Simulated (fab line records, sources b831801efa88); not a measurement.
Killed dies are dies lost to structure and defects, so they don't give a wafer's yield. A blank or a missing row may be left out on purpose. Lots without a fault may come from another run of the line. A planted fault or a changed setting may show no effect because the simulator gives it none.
Chamber matching | flow sky130 | SKY_VIA1_ETCH_15 on rie_diel-02: 4 sister chambers
The step etches SiO2 in C4F8/O2/Ar, stops on TiN, target depth 351 nm, time 54 s. 8 wafers are shown with their chamber, then 7 later ones without.

WAFERS WITH THEIR CHAMBER
wafer  | chamber | oes_product_au (a.u.) | rf_fwd_power_W (W)
L881.2 | 0       | 0.989                 | 1485
L881.6 | 0       | 0.979                 | 1493
L893.3 | 2       | 0.982                 | 1481
L898.1 | 2       | 0.973                 | 1490
L898.2 | 3       | 0.986                 | 1491
L898.5 | 1       | 0.967                 | 1486
L900.1 | 3       | 0.991                 | 1481
L900.3 | 1       | 0.981                 | 1488

WAFERS WITHOUT THEIR CHAMBER
wafer  | oes_product_au (a.u.) | rf_fwd_power_W (W)
L900.4 | 0.981                 | 1484
L901.3 | 0.969                 | 1478
L901.4 | 0.984                 | 1487
L901.6 | 0.978                 | 1486
L902.2 | 0.985                 | 1490
L902.4 | 0.979                 | 1489
L902.5 | 0.978                 | 1483

WHICH CHAMBER EACH WENT THROUGH
wafer  | from the rows above               | in truth
L900.4 | can't be placed: 2 or 0 or 3 or 1 | 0
L901.3 | can't be placed: 1 or 2 or 0 or 3 | 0
L901.4 | can't be placed: 0 or 3 or 2 or 1 | 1
L901.6 | can't be placed: 2 or 1 or 0 or 3 | 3
L902.2 | can't be placed: 0 or 3 or 2 or 1 | 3
L902.4 | can't be placed: 2 or 0 or 1 or 3 | 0
L902.5 | can't be placed: 2 or 1 or 0 or 3 | 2
Placed correctly: 0 of 7. Can't be placed from these rows: 7 (the true chamber is among the candidates in 7). Placed wrongly: 0.
How it was worked out, from the rows above alone: a wafer's distance from a chamber is the root of the sum, over the readings, of the square of ((its reading less the chamber's mean) divided by the reading's scatter). The wafer belongs to the nearest chamber; if the next one is less than 2 further off, it can't be placed. A chamber's mean is the mean of its shown wafers. The scatter: the root of (the sum of the squares of (reading less its chamber's mean) over the shown wafers, divided by (wafers less chambers)).
